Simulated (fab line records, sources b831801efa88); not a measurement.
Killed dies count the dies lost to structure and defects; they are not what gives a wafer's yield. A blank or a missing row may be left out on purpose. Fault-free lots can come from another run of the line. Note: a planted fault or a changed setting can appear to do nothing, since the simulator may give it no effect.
Which tool was responsible? + flow gf180mcu + 12 lots with 36 wafers sampled at 3 steps, on a route of 602 steps

## WHAT THE GAUGES SHOWED, per wafer
GF_M4_CD_MEAS_14: the cd target is 280 nm. Usual: cd nm 279.7 nm, standard deviation 1.3.
| lot  | measured     | on        | cd nm (nm)        | flag |
|------|--------------|-----------|-------------------|------|
| L648 | day 23 12:04 | cd sem-02 | 279.0 277.6 277.8 |      |
| L649 | day 23 17:15 | cd sem-02 | 277.0 277.3 277.0 |      |
| L650 | day 24 01:05 | cd sem-02 | 280.3 281.0 280.9 |      |
| L651 | day 24 19:53 | cd sem-01 | 278.2 278.3 279.0 |      |
| L652 | day 25 05:47 | cd sem-01 | 281.3 279.5 279.4 |      |
| L654 | day 25 23:19 | cd sem-01 | 279.1 279.8 279.4 |      |
| L655 | day 26 03:04 | cd sem-01 | 279.5 278.4 278.7 |      |
| L658 | day 27 00:25 | cd sem-02 | 278.8 278.2 278.7 |      |
| L663 | day 28 10:06 | cd sem-02 | 282.2 281.2 281.5 |      |
| L664 | day 28 19:08 | cd sem-02 | 280.8 281.7 280.9 |      |
| L665 | day 28 22:51 | cd sem-02 | 279.0 278.7 278.6 |      |
| L666 | day 29 14:06 | cd sem-01 | 278.5 278.6 278.6 |      |

## WHICH TOOL RAN EACH LOT (tool, then ch and the chambers of the sampled wafers, then the start)
| lot  | GF_V3_STRIP_18                       | GF_M4_SPUTTER_01             |
|------|--------------------------------------|------------------------------|
| L648 | plasma asher-03 ch 0,1, day 22 11:41 | pvd sputter-03, day 22 13:00 |
| L649 | plasma asher-04 ch 0,1, day 22 16:47 | pvd sputter-01, day 22 18:04 |
| L650 | plasma asher-04 ch 0,1, day 23 02:12 | pvd sputter-03, day 23 03:31 |
| L651 | plasma asher-02 ch 0,1, day 23 21:09 | pvd sputter-03, day 23 22:28 |
| L652 | plasma asher-04 ch 0,1, day 24 06:12 | pvd sputter-02, day 24 07:31 |
| L654 | plasma asher-04 ch 1, day 25 00:26   | pvd sputter-02, day 25 02:05 |
| L655 | plasma asher-03 ch 0,1, day 25 04:09 | pvd sputter-01, day 25 05:31 |
| L658 | plasma asher-04 ch 0,1, day 26 02:24 | pvd sputter-02, day 26 03:46 |
| L663 | plasma asher-04 ch 0,1, day 27 13:15 | pvd sputter-02, day 27 14:40 |
| L664 | plasma asher-02 ch 0,1, day 27 22:50 | pvd sputter-01, day 28 00:10 |
| L665 | plasma asher-02 ch 0,1, day 28 01:56 | pvd sputter-02, day 28 03:15 |
| L666 | plasma asher-02 ch 0,1, day 28 17:21 | pvd sputter-03, day 28 18:40 |
- GF_V3_STRIP_18: strips in O2/N2.
- GF_M4_SPUTTER_01: material TiN, target thk 30 nm, time 25 s.

## WHAT THE TOOLS THEMSELVES READ (means of the sampled wafers that have a number; where no wafer has one, the mark that the record gives instead)
GF_V3_STRIP_18. Usual: drypump motor current A 5.8 A, standard deviation 0.34; heater power w 345 W, standard deviation 24; n2 flow sccm 299.9 sccm, standard deviation 0.82; o2 flow sccm 3001 sccm, standard deviation 8.4; oes product au 0.592 a.u., standard deviation 0.0053.
| lot  | tool            | drypump motor current A (A) | heater power w (W) | n2 flow sccm (sccm) | o2 flow sccm (sccm) | oes product au (a.u.) | flag |
|------|-----------------|-----------------------------|--------------------|---------------------|---------------------|-----------------------|------|
| L648 | plasma asher-03 | 6.0                         | 307                | 300.2               | 3004                | 0.594                 |      |
| L649 | plasma asher-04 | 5.7                         | 348                | 300.5               | 3008                | 0.593                 |      |
| L650 | plasma asher-04 | 5.8                         | 356                | 300.2               | 3006                | 0.592                 |      |
| L651 | plasma asher-02 | 5.7                         | 343                | 300.2               | 3000                | 0.592                 |      |
| L652 | plasma asher-04 | 5.8                         | 352                | 299.9               | 3004                | 0.597                 |      |
| L654 | plasma asher-04 | 6.4                         | 364                | 300.9               | 3013                | 0.586                 |      |
| L655 | plasma asher-03 | 6.0                         | 306                | 300.1               | 3001                | 0.591                 |      |
| L658 | plasma asher-04 | 5.8                         | 364                | 299.3               | 3008                | 0.596                 |      |
| L663 | plasma asher-04 | 6.1                         | 359                | 299.7               | 3012                | 0.591                 |      |
| L664 | plasma asher-02 | 5.7                         | 343                | 300.2               | 3002                | 0.594                 |      |
| L665 | plasma asher-02 | 5.7                         | 344                | 300.8               | 3009                | 0.598                 |      |
| L666 | plasma asher-02 | 5.6                         | 360                | 299.9               | 3004                | 0.589                 |      |

GF_M4_SPUTTER_01. Usual: throttle valve pct 30.4 %, standard deviation 0.87.
| lot  | tool           | throttle valve pct (%) | flag |
|------|----------------|------------------------|------|
| L648 | pvd sputter-03 | 30.2                   |      |
| L649 | pvd sputter-01 | 29.5                   |      |
| L650 | pvd sputter-03 | 30.7                   |      |
| L651 | pvd sputter-03 | 30.6                   |      |
| L652 | pvd sputter-02 | 31.0                   |      |
| L654 | pvd sputter-02 | 31.0                   |      |
| L655 | pvd sputter-01 | 29.5                   |      |
| L658 | pvd sputter-02 | 30.0                   |      |
| L663 | pvd sputter-02 | 30.1                   |      |
| L664 | pvd sputter-01 | 29.5                   |      |
| L665 | pvd sputter-02 | 30.9                   |      |
| L666 | pvd sputter-03 | 30.6                   |      |

## THE ANSWER, worked out from the rows above alone
Rule: lot off if the mean of its wafers having a number is beyond 3 standard deviations from the usual mean. A lot without any number at a reading at which 4 lots or more have one is off too. All remaining lots with rows at the step are treated as sound. Order of review: gauges by route order, followed by the tools' own readings, for which a lot's mean as printed above is used. The first step at which some lot is off is used, and at that step the reading that is off furthest; a lot without a number counts as furthest.
Nothing can be told from this: no lot is off at any reading shown.

## WHAT HAD BEEN PUT IN BY THE SIMULATOR
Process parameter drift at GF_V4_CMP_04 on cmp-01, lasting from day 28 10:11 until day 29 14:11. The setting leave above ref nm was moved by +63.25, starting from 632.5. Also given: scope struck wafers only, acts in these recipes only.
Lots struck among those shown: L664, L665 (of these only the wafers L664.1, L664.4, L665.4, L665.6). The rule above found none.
